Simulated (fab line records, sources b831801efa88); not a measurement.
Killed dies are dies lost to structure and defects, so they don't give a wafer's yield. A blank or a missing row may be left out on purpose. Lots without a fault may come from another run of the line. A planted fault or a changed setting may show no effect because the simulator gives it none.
Which tool did it? | flow gf180mcu | 24 lots, 72 wafers sampled, at 6 steps of a route of 602

WHAT THE GAUGES READ, wafer by wafer
GF_NWELL_OVL_MEAS_07. Usual: NWELL_OVL -1.2 nm, standard deviation 1.8.
lot  | measured    | on         | NWELL_OVL (nm) | flag
L074 | day 3 09:09 | overlay-01 | -0.9 -1.3 -2.1 |
L075 | day 3 13:36 | overlay-01 | 0.8 0.7 0.0    |
L076 | day 3 19:49 | overlay-01 | -3.8 -4.1 -4.0 |
L077 | day 4 03:24 | overlay-02 | 0.6 0.4 0.9    |
L078 | day 4 05:24 | overlay-02 | -3.0 -0.4 -1.7 |
L079 | day 4 11:15 | overlay-01 | -5.4 -5.4 -4.7 |
L080 | day 4 15:10 | overlay-01 | -0.1 -1.5 0.2  |
L081 | day 4 21:03 | overlay-02 | -1.8 -1.0 -1.9 |
L082 | day 5 03:46 | overlay-02 | -0.7 -2.1 -3.9 |
L083 | day 5 08:16 | overlay-02 | 0.3 -0.4 -1.2  |
L084 | day 5 11:52 | overlay-02 | -1.6 0.4 0.1   |
L085 | day 5 19:34 | overlay-02 | -2.2 -2.3 -2.0 |
L086 | day 6 02:10 | overlay-01 | 0.5 0.7 -0.7   |
L087 | day 6 05:39 | overlay-02 | -0.3 -1.7 -0.5 |
L088 | day 6 12:13 | overlay-01 | 1.1 2.0 -0.1   |
L089 | day 6 17:19 | overlay-01 | -0.6 -3.7 -3.2 |
L090 | day 6 22:12 | overlay-01 | -4.5 -3.4 -2.4 |
L091 | day 7 02:34 | overlay-01 | 0.3 0.3 -0.1   |
L092 | day 7 08:52 | overlay-02 | -0.3 0.5 -0.2  |
L093 | day 7 14:37 | overlay-01 | -1.4 -1.3 -2.9 |
L094 | day 7 19:49 | overlay-01 | -1.7 -1.0 -3.1 |
L095 | day 8 01:34 | overlay-02 | 1.0 -0.8 0.5   |
L096 | day 8 06:22 | overlay-02 | -1.8 -3.4 -1.8 |
L097 | day 8 15:45 | overlay-01 | 0.0 1.4 0.3    |

GF_V2_RS_MEAS_24: measures by four-point-probe. Usual: V2_W_RS 0.327 ohm/sq, standard deviation 0.0034.
lot  | measured     | on            | V2_W_RS (ohm/sq)  | flag
L074 | day 20 12:40 | film_metro-03 | 0.330 0.327 0.330 |
L075 | day 20 23:16 | film_metro-03 | 0.326 0.332 0.328 |
L076 | day 21 03:28 | film_metro-03 | 0.319 0.323 0.321 |
L077 | day 21 18:40 | film_metro-01 | 0.335 0.329 0.332 |
L078 | day 22 01:07 | film_metro-01 | 0.327 0.329 0.326 |
L079 | day 22 02:43 | film_metro-04 | 0.333 0.332 0.334 |
L080 | day 22 14:34 | film_metro-01 | 0.330 0.327 0.325 |
L081 | day 22 20:06 | film_metro-04 | 0.326 0.329 0.321 |
L082 | day 23 10:32 | film_metro-01 | 0.323 0.325 0.327 |
L083 | day 23 13:16 | film_metro-04 | 0.332 0.333 0.329 |
L084 | day 23 21:34 | film_metro-01 | 0.329 0.328 0.334 |
L085 | day 24 08:02 | film_metro-04 | 0.329 0.332 0.327 |
L086 | day 24 17:48 | film_metro-04 | 0.330 0.322 0.329 |
L087 | day 25 00:47 | film_metro-03 | 0.325 0.329 0.323 |
L088 | day 25 06:07 | film_metro-04 | 0.324 0.327 0.321 |
L089 | day 25 11:20 | film_metro-03 | 0.331 0.328 0.331 |
L090 | day 25 22:23 | film_metro-01 | 0.327 0.325 0.325 |
L091 | day 26 03:05 | film_metro-03 | 0.325 0.325 0.327 |
L092 | day 26 15:08 | film_metro-03 | 0.326 0.324 0.325 |
L093 | day 26 20:50 | film_metro-01 | 0.328 0.326 0.326 |
L094 | day 27 02:37 | film_metro-01 | 0.330 0.325 0.325 |
L095 | day 27 08:03 | film_metro-03 | 0.326 0.328 0.325 |
L096 | day 27 17:59 | film_metro-04 | 0.335 0.325 0.329 |
L097 | day 28 04:20 | film_metro-03 | 0.328 0.322 0.327 |

GF_M4_RS_MEAS_05: measures by four-point-probe. Usual: M4_ALCU_RS 0.0694 ohm/sq, standard deviation 0.00076.
lot  | measured     | on            | M4_ALCU_RS (ohm/sq)  | flag
L074 | day 22 15:32 | film_metro-03 | 0.0685 0.0687 0.0684 |
L075 | day 23 02:33 | film_metro-03 | 0.0693 0.0692 0.0697 |
L076 | day 23 06:19 | film_metro-03 | 0.0693 0.0692 0.0689 |
L077 | day 23 20:31 | film_metro-03 | 0.0712 0.0711 0.0700 |
L078 | day 24 03:55 | film_metro-04 | 0.0704 0.0701 0.0701 |
L079 | day 24 04:04 | film_metro-02 | 0.0690 0.0679 0.0682 |
L080 | day 24 16:10 | film_metro-04 | 0.0705 0.0704 0.0706 |
L081 | day 24 20:40 | film_metro-04 | 0.0696 0.0691 0.0697 |
L082 | day 25 10:21 | film_metro-04 | 0.0689 0.0693 0.0689 |
L083 | day 25 13:58 | film_metro-03 | 0.0672 0.0693 0.0684 |
L084 | day 25 20:26 | film_metro-02 | 0.0696 0.0700 0.0680 |
L085 | day 26 06:46 | film_metro-04 | 0.0689 0.0694 0.0692 |
L086 | day 26 17:07 | film_metro-04 | 0.0694 0.0694 0.0697 |
L087 | day 26 22:29 | film_metro-04 | 0.0697 0.0697 0.0702 |
L088 | day 27 03:58 | film_metro-03 | 0.0690 0.0684 0.0690 |
L089 | day 27 08:20 | film_metro-02 | 0.0685 0.0680 0.0690 |
L090 | day 27 19:30 | film_metro-02 | 0.0686 0.0687 0.0687 |
L091 | day 28 00:36 | film_metro-03 | 0.0692 0.0695 0.0689 |
L092 | day 28 10:53 | film_metro-04 | 0.0682 0.0690 0.0685 |
L093 | day 28 16:05 | film_metro-02 | 0.0693 0.0698 0.0696 |
L094 | day 28 22:40 | film_metro-04 | 0.0704 0.0696 0.0699 |
L095 | day 29 03:16 | film_metro-03 | 0.0692 0.0688 0.0689 |
L096 | day 29 13:34 | film_metro-02 | 0.0696 0.0694 0.0695 |
L097 | day 29 22:33 | film_metro-04 | 0.0698 0.0687 0.0701 |

GF_MIM_RS_MEAS_10: measures by four-point-probe. Usual: MIM_ALCU_RS 0.1608 ohm/sq, standard deviation 0.0017.
lot  | measured     | on            | MIM_ALCU_RS (ohm/sq) | flag
L074 | day 24 16:43 | film_metro-02 | 0.1599 0.1588 0.1613 |
L075 | day 25 02:24 | film_metro-03 | 0.1574 0.1596 0.1594 |
L076 | day 25 06:48 | film_metro-02 | 0.1611 0.1618 0.1607 |
L077 | day 25 19:46 | film_metro-03 | 0.1592 0.1621 0.1625 |
L078 | day 26 03:31 | film_metro-01 | 0.1585 0.1618 0.1605 |
L079 | day 26 03:30 | film_metro-02 | 0.1605 0.1612 0.1601 |
L080 | day 26 14:05 | film_metro-02 | 0.1621 0.1650 0.1642 |
L081 | day 26 18:24 | film_metro-01 | 0.1620 0.1638 0.1617 |
L082 | day 27 07:41 | film_metro-03 | 0.1588 0.1583 0.1594 |
L083 | day 27 10:52 | film_metro-02 | 0.1602 0.1621 0.1613 |
L084 | day 27 18:10 | film_metro-02 | 0.1584 0.1587 0.1587 |
L085 | day 28 02:37 | film_metro-03 | 0.1593 0.1617 0.1603 |
L086 | day 28 12:08 | film_metro-02 | 0.1601 0.1600 0.1604 |
L087 | day 28 17:37 | film_metro-03 | 0.1651 0.1607 0.1619 |
L088 | day 28 22:32 | film_metro-02 | 0.1569 0.1606 0.1600 |
L089 | day 29 02:47 | film_metro-02 | 0.1605 0.1616 0.1633 |
L090 | day 29 14:36 | film_metro-01 | 0.1621 0.1634 0.1616 |
L091 | day 29 18:37 | film_metro-02 | 0.1613 0.1585 0.1592 |
L092 | day 30 04:13 | film_metro-03 | 0.1628 0.1621 0.1615 |
L093 | day 30 09:24 | film_metro-02 | 0.1635 0.1623 0.1603 |
L094 | day 30 15:53 | film_metro-01 | 0.1611 0.1584 0.1600 |
L095 | day 30 19:22 | film_metro-02 | 0.1615 0.1594 0.1591 |
L096 | day 31 06:32 | film_metro-03 | 0.1603 0.1607 0.1611 |
L097 | day 31 13:35 | film_metro-03 | 0.1612 0.1619 0.1599 |

WHICH TOOL RAN EACH LOT (tool, then ch and the chambers of the sampled wafers, then the start)
lot  | GF_M2_STRIP_17                       | GF_V3_CVD_23
L074 | plasma_asher-02 ch 0,1, day 19 10:04 | cvd_w-02 ch 0, day 22 14:41
L075 | plasma_asher-03 ch 1, day 19 20:47   | cvd_w-01 ch 0,1, day 23 01:43
L076 | plasma_asher-02 ch 0, day 20 01:13   | cvd_w-02 ch 0,1, day 23 05:22
L077 | plasma_asher-03 ch 0,1, day 20 16:37 | cvd_w-02 ch 0,1, day 23 19:42
L078 | plasma_asher-01 ch 1, day 20 22:56   | cvd_w-01 ch 0, day 24 02:59
L079 | plasma_asher-03 ch 0,1, day 21 01:08 | cvd_w-02 ch 0,1, day 24 03:02
L080 | plasma_asher-03 ch 0,1, day 21 13:33 | cvd_w-01 ch 0,1, day 24 15:21
L081 | plasma_asher-03 ch 0,1, day 21 18:26 | cvd_w-02 ch 0,1, day 24 19:50
L082 | plasma_asher-01 ch 0,1, day 22 09:24 | cvd_w-01 ch 0,1, day 25 09:32
L083 | plasma_asher-03 ch 0,1, day 22 11:44 | cvd_w-01 ch 0,1, day 25 13:08
L084 | plasma_asher-03 ch 0,1, day 22 20:28 | cvd_w-01 ch 0,1, day 25 19:37
L085 | plasma_asher-03 ch 0,1, day 23 06:35 | cvd_w-02 ch 1, day 26 05:56
L086 | plasma_asher-02 ch 0,1, day 23 17:40 | cvd_w-02 ch 0,1, day 26 16:17
L087 | plasma_asher-02 ch 0,1, day 24 00:25 | cvd_w-02 ch 0,1, day 26 21:40
L088 | plasma_asher-01 ch 0,1, day 24 06:29 | cvd_w-02 ch 0,1, day 27 03:08
L089 | plasma_asher-02 ch 0,1, day 24 11:25 | cvd_w-01 ch 0,1, day 27 07:31
L090 | plasma_asher-01 ch 0,1, day 24 23:17 | cvd_w-02 ch 0,1, day 27 18:40
L091 | plasma_asher-02 ch 0,1, day 25 04:22 | cvd_w-02 ch 0,1, day 27 23:47
L092 | plasma_asher-03 ch 0,1, day 25 15:43 | cvd_w-01 ch 0, day 28 10:02
L093 | plasma_asher-01 ch 0,1, day 25 21:20 | cvd_w-02 ch 0,1, day 28 15:15
L094 | plasma_asher-01 ch 0,1, day 26 03:23 | cvd_w-01 ch 0,1, day 28 21:51
L095 | plasma_asher-03 ch 0,1, day 26 10:10 | cvd_w-02 ch 0,1, day 29 02:28
L096 | plasma_asher-02 ch 0,1, day 26 18:31 | cvd_w-01 ch 0,1, day 29 12:33
L097 | plasma_asher-01 ch 0,1, day 27 06:31 | cvd_w-02 ch 0,1, day 29 21:44
- GF_M2_STRIP_17: strips in O2/N2.
- GF_V3_CVD_23: deposits W, target thk 350 nm, time 104.9 s.

WHAT THE TOOLS THEMSELVES READ (means of the sampled wafers that have a number; where no wafer has one, the mark that the record gives instead)
GF_M2_STRIP_17. Usual: drypump_motor_current_A 5.4 A, standard deviation 0.36; heater_power_w 320 W, standard deviation 33; oes_product_au 0.538 a.u., standard deviation 0.0055; strip_time_to_endpoint_s 7.38 s, standard deviation 0.047.
lot  | tool            | drypump_motor_current_A (A) | heater_power_w (W) | oes_product_au (a.u.) | strip_time_to_endpoint_s (s) | flag
L074 | plasma_asher-02 | 5.7                         | 313                | 0.544                 | 7.49                         |
L075 | plasma_asher-03 | 5.3                         | 328                | 0.537                 | 7.37                         |
L076 | plasma_asher-02 | 5.7                         | 279                | 0.542                 | 7.38                         |
L077 | plasma_asher-03 | 5.1                         | 316                | 0.530                 | 7.42                         |
L078 | plasma_asher-01 | 5.7                         | 369                | 0.532                 | 7.28                         |
L079 | plasma_asher-03 | 5.1                         | 310                | 0.541                 | 7.40                         |
L080 | plasma_asher-03 | 5.2                         | 313                | 0.541                 | 7.42                         |
L081 | plasma_asher-03 | 5.1                         | 312                | 0.542                 | 7.38                         |
L082 | plasma_asher-01 | 5.6                         | 355                | 0.537                 | 7.35                         |
L083 | plasma_asher-03 | 5.0                         | 297                | 0.541                 | 7.42                         |
L084 | plasma_asher-03 | 5.1                         | 314                | 0.536                 | 7.34                         |
L085 | plasma_asher-03 | 5.0                         | 289                | 0.538                 | 7.36                         |
L086 | plasma_asher-02 | 5.7                         | 304                | 0.542                 | 7.38                         |
L087 | plasma_asher-02 | 5.7                         | 295                | 0.541                 | 7.40                         |
L088 | plasma_asher-01 | 5.6                         | 354                | 0.538                 | 7.30                         |
L089 | plasma_asher-02 | 5.7                         | 290                | 0.543                 | 7.44                         |
L090 | plasma_asher-01 | 5.7                         | 361                | 0.538                 | 7.37                         |
L091 | plasma_asher-02 | 5.7                         | 295                | 0.536                 | 7.39                         |
L092 | plasma_asher-03 | 5.1                         | 310                | 0.527                 | 7.33                         |
L093 | plasma_asher-01 | 5.6                         | 361                | 0.540                 | 7.36                         |
L094 | plasma_asher-01 | 5.7                         | 360                | 0.532                 | 7.36                         |
L095 | plasma_asher-03 | 5.2                         | 312                | 0.538                 | 7.38                         |
L096 | plasma_asher-02 | 5.7                         | 297                | 0.536                 | 7.37                         |
L097 | plasma_asher-01 | 5.7                         | 363                | 0.538                 | 7.36                         |

GF_V3_CVD_23. Usual: heater_power_w 888 W, standard deviation 77.
lot  | tool     | heater_power_w (W) | flag
L074 | cvd_w-02 | 774                |
L075 | cvd_w-01 | 966                |
L076 | cvd_w-02 | 846                |
L077 | cvd_w-02 | 859                |
L078 | cvd_w-01 | 970                |
L079 | cvd_w-02 | 820                |
L080 | cvd_w-01 | 964                |
L081 | cvd_w-02 | 871                |
L082 | cvd_w-01 | 956                |
L083 | cvd_w-01 | 965                |
L084 | cvd_w-01 | 945                |
L085 | cvd_w-02 | 896                |
L086 | cvd_w-02 | 865                |
L087 | cvd_w-02 | 863                |
L088 | cvd_w-02 | 854                |
L089 | cvd_w-01 | 955                |
L090 | cvd_w-02 | 815                |
L091 | cvd_w-02 | 860                |
L092 | cvd_w-01 | 959                |
L093 | cvd_w-02 | 857                |
L094 | cvd_w-01 | 974                |
L095 | cvd_w-02 | 814                |
L096 | cvd_w-01 | 962                |
L097 | cvd_w-02 | 856                |

THE ANSWER, worked out from the rows above alone
Rule: a lot is off if the mean of its wafers that have a number lies more than 3 standard deviations from the usual mean. A lot without any number at a reading at which 4 lots or more have one is off too. The other lots that the step has rows for count as sound. The gauges are gone through in route order, then the tools' own readings, and for those a lot's mean is taken as printed above. The first step at which some lot is off is used, and at that step the reading that is off furthest; a lot without a number counts as furthest.
No lot is off at any reading shown: from this, nothing can be told.

WHAT THE SIMULATOR HAD PUT IN
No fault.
